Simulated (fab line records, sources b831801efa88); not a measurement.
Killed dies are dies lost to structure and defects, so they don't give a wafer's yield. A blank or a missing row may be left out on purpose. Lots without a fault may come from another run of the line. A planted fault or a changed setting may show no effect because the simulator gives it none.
Tool commonality check | flow gf180mcu | 12 lots, 34 wafers sampled

WHY IT WAS OPENED
At GF_PSD_RS_MEAS_14 the reading NSD_RS is flagged on 2 of 12 lots. Wafers without a fault read 46.13 ohm/sq, standard deviation 0.085.
Rule: a lot is flagged when every wafer of it that has a number lies more than 4 standard deviations from that mean, or none has a number. The other lots count as sound.

lot  | measured     | on            | NSD_RS (ohm/sq), wafer by wafer | flag
L947 | day 15 16:37 | film_metro-04 | 46.22 46.14 46.11               |
L949 | day 16 05:46 | film_metro-01 | 44.77 44.78                     | FLAGGED
L950 | day 16 20:38 | film_metro-01 | 45.95 46.04 46.02               |
L951 | day 16 21:22 | film_metro-03 | 44.77 44.65                     | FLAGGED
L954 | day 18 08:32 | film_metro-01 | 46.10 46.10 45.98               |
L960 | day 20 05:14 | film_metro-01 | 45.98 46.05 46.16               |
L961 | day 20 12:01 | film_metro-01 | 46.11 46.08 46.08               |
L962 | day 20 22:58 | film_metro-04 | 46.18 46.23 46.26               |
L963 | day 21 09:19 | film_metro-03 | 46.14 46.16 46.15               |
L964 | day 21 17:10 | film_metro-04 | 46.07 45.95 46.15               |
L965 | day 21 21:10 | film_metro-01 | 46.08 46.09 46.03               |
L966 | day 22 13:28 | film_metro-03 | 46.18 46.26 46.24               |
The numbers of the flagged lots are 44.74 ohm/sq on average: -1.39 ohm/sq against the usual, or -16 standard deviations.

WHICH TOOL RAN EACH LOT
The record holds 3 process steps before the reading, out of a route of 602 steps. In each cell: the tool, then ch and the chambers that the sampled wafers went through, then the start.
lot  | flag    | GF_HV_LDD_STRIP_37                   | GF_NSD_IMPLANT_09               | GF_NSD_STRIP_11
L947 |         | plasma_asher-04 ch 0,1, day 12 22:55 | implanter-03 ch 0, day 14 18:11 | plasma_asher-04 ch 0,1, day 14 18:28
L949 | FLAGGED | plasma_asher-03 ch 1, day 13 09:31   | implanter-03 ch 0, day 15 07:01 | plasma_asher-04 ch 0, day 15 07:16
L950 |         | plasma_asher-04 ch 0,1, day 14 00:20 | implanter-04 ch 0, day 15 21:53 | plasma_asher-01 ch 0,1, day 15 22:11
L951 | FLAGGED | plasma_asher-03 ch 0,1, day 14 00:53 | implanter-03 ch 0, day 15 22:19 | plasma_asher-03 ch 1, day 15 22:35
L954 |         | plasma_asher-04 ch 0, day 15 07:41   | implanter-02 ch 0, day 17 07:48 | plasma_asher-04 ch 0, day 17 08:04
L960 |         | plasma_asher-02 ch 0,1, day 17 00:55 | implanter-04 ch 0, day 19 03:28 | plasma_asher-03 ch 0,1, day 19 03:44
L961 |         | plasma_asher-03 ch 0,1, day 17 06:50 | implanter-04 ch 0, day 19 10:38 | plasma_asher-03 ch 0,1, day 19 10:56
L962 |         | plasma_asher-03 ch 0,1, day 17 18:22 | implanter-02 ch 0, day 19 21:26 | plasma_asher-01 ch 0,1, day 19 21:44
L963 |         | plasma_asher-02 ch 0, day 18 04:20   | implanter-04 ch 0, day 20 08:22 | plasma_asher-03 ch 0,1, day 20 08:40
L964 |         | plasma_asher-03 ch 0,1, day 18 11:20 | implanter-04 ch 0, day 20 16:20 | plasma_asher-01 ch 0,1, day 20 16:38
L965 |         | plasma_asher-02 ch 0,1, day 18 15:10 | implanter-03 ch 0, day 20 20:44 | plasma_asher-01 ch 0,1, day 20 21:01
L966 |         | plasma_asher-04 ch 0,1, day 19 08:31 | implanter-03 ch 0, day 21 12:55 | plasma_asher-01 ch 0,1, day 21 13:13
What these steps do:
- GF_HV_LDD_STRIP_37: strips in O2/N2.
- GF_NSD_IMPLANT_09
- GF_NSD_STRIP_11: strips in O2/N2.
- GF_PSD_RS_MEAS_14: measures by four-point-probe.

FLAGGED OVER TOTAL, TOOL BY TOOL (the gauges that took the reading come last)
step               | tool            | lots run | flagged | share of the flagged lots | sound lots run after its first flagged lot
GF_HV_LDD_STRIP_37 | plasma_asher-02 | 3        | 0       | none                      | -
GF_HV_LDD_STRIP_37 | plasma_asher-03 | 5        | 2       | all                       | 3 (L961,L962,L964)
GF_HV_LDD_STRIP_37 | plasma_asher-04 | 4        | 0       | none                      | -
GF_NSD_IMPLANT_09  | implanter-02    | 2        | 0       | none                      | -
GF_NSD_IMPLANT_09  | implanter-03    | 5        | 2       | all                       | 2 (L965,L966)
GF_NSD_IMPLANT_09  | implanter-04    | 5        | 0       | none                      | -
GF_NSD_STRIP_11    | plasma_asher-01 | 5        | 0       | none                      | -
GF_NSD_STRIP_11    | plasma_asher-03 | 4        | 1       | some                      | 3 (L960,L961,L963)
GF_NSD_STRIP_11    | plasma_asher-04 | 3        | 1       | some                      | 1 (L954)
GF_PSD_RS_MEAS_14  | film_metro-01   | 6        | 1       | some                      | 5 (L950,L954,L960,L961,L965)
GF_PSD_RS_MEAS_14  | film_metro-03   | 3        | 1       | some                      | 2 (L963,L966)
GF_PSD_RS_MEAS_14  | film_metro-04   | 3        | 0       | none                      | -

WHAT THE TABLE ALLOWS
2 rows of the table ran every flagged lot: plasma_asher-03 at GF_HV_LDD_STRIP_37, implanter-03 at GF_NSD_IMPLANT_09.
- plasma_asher-03 at GF_HV_LDD_STRIP_37: 2 of its 5 lots flagged. Sound lots ran on it after the first flagged one (L961, L962, L964), which a lasting fault on the whole tool wouldn't allow.
- implanter-03 at GF_NSD_IMPLANT_09: 2 of its 5 lots flagged. Sound lots ran on it after the first flagged one (L965, L966), which a lasting fault on the whole tool wouldn't allow. Its own readings lie more than 4 standard deviations out on every wafer of the flagged lots: beam_on_s.
No row of the table ran every flagged lot and no sound lot after the first.

WHAT THE SIMULATOR HAD PUT IN
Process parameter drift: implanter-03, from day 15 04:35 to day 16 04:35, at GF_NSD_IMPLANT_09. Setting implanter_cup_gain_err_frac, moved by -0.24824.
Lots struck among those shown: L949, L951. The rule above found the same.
